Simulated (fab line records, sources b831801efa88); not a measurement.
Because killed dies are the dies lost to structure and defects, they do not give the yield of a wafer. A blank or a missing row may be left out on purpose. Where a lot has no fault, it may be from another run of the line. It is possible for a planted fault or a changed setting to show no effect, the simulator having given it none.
2 desks, one fault	flow gf180mcu	only its own numbers are on each desk; what lay behind them is given at the end

== AT THE TOOL OWNER'S DESK: implanter-02 ==
GF_HV_LDD_IMPLANT_36, tool's own readings: per-lot mean of the sampled wafers with a number, covering each lot this tool ran. If a lot's mean is further than 4 standard deviations from the usual mean, the lot is out of limits and carries the mark OUT (the distance appears in the brackets).
Columns: A = doseIonsCm2 at GF_HV_LDD_IMPLANT_36, usual 7.502e+12; B = faradayCurrentUA at GF_HV_LDD_IMPLANT_36, usual 42.3
lot	first seen here	A	B
L912	day 11 15:40	7.491e+12	42.5
L918	day 13 19:48	7.499e+12	42.2
L923	day 15 12:26	1.175e+13 (+99 or more) OUT	67.1 (+28) OUT
L925	day 15 23:00	1.174e+13 (+99 or more) OUT	66.4 (+27) OUT
L926	day 16 07:51	1.175e+13 (+99 or more) OUT	65.7 (+27) OUT
L935	day 19 07:08	7.495e+12	42.0
This desk's finding: out of limits on L923, L925, L926; first on L923, day 15 12:26 (doseIonsCm2 at GF_HV_LDD_IMPLANT_36). Within limits: L912, L918, L935.

== THE METROLOGY DESK ==
What the gauges read, lot by lot, whatever tool the lot ran on: means of the sampled wafers that have a number. If a lot's mean is further than 4 standard deviations from the usual mean, the lot is out of limits and carries the mark OUT (the distance appears in the brackets).
Columns: A = HV_LDD_02_OVL at GF_HV_LDD_OVL_MEAS_32, usual -0.3 nm; B = HV_LDD_3_TW at GF_HV_LDD_TW_MEAS_38, usual 1430; C = HV_LDD_RS at GF_HV_LDD_RS_MEAS_53, usual 418.3 ohm/sq
lot	first seen here	A	B	C
L912	day 11 15:10	-0.9	1431	417.4
L916	day 12 23:46	1.0	1429	419.9
L917	day 13 04:46	-2.5	1401	419.5
L918	day 13 19:19	1.3	1441	418.5
L923	day 15 11:57	1.2	1494 (+4.9) OUT	407.9 (-10) OUT
L924	day 15 12:52	-0.6	1433	418.6
L925	day 15 22:31	-0.8	1478	407.2 (-11) OUT
L926	day 16 07:20	-0.3	1479	407.6 (-11) OUT
L927	day 16 16:19	1.0	1442	417.2
L928	day 16 23:25	-2.1	1431	418.2
L932	day 18 08:26	-1.6	1424	419.4
L935	day 19 06:37	1.2	1423	417.0
Finding of this desk: L923, L925, L926 out of limits, first seen on L923 at day 15 12:41 (HV_LDD_3_TW at GF_HV_LDD_TW_MEAS_38). Within limits: L912, L916, L917, L918, L924, L927, L928, L932, L935.

== BROUGHT TOGETHER ==
The tool owner's desk had the chance to raise an alarm at day 15 12:26 on L923, L925, L926.
An alarm was possible from the metrology desk at day 15 12:41, on L923, L925, L926.
On implanter-02, each named lot ran GF_HV_LDD_IMPLANT_36.

== WHAT WAS PUT IN BY THE SIMULATOR ==
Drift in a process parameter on implanter-02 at GF_HV_LDD_IMPLANT_36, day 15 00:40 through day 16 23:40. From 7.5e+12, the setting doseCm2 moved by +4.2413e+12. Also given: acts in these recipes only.
Struck lots among those shown: L923, L925, L926.
Counting hours from when the fault started, the first reading out of limits came at 12 for the tool owner's desk and at 12 for the metrology desk.
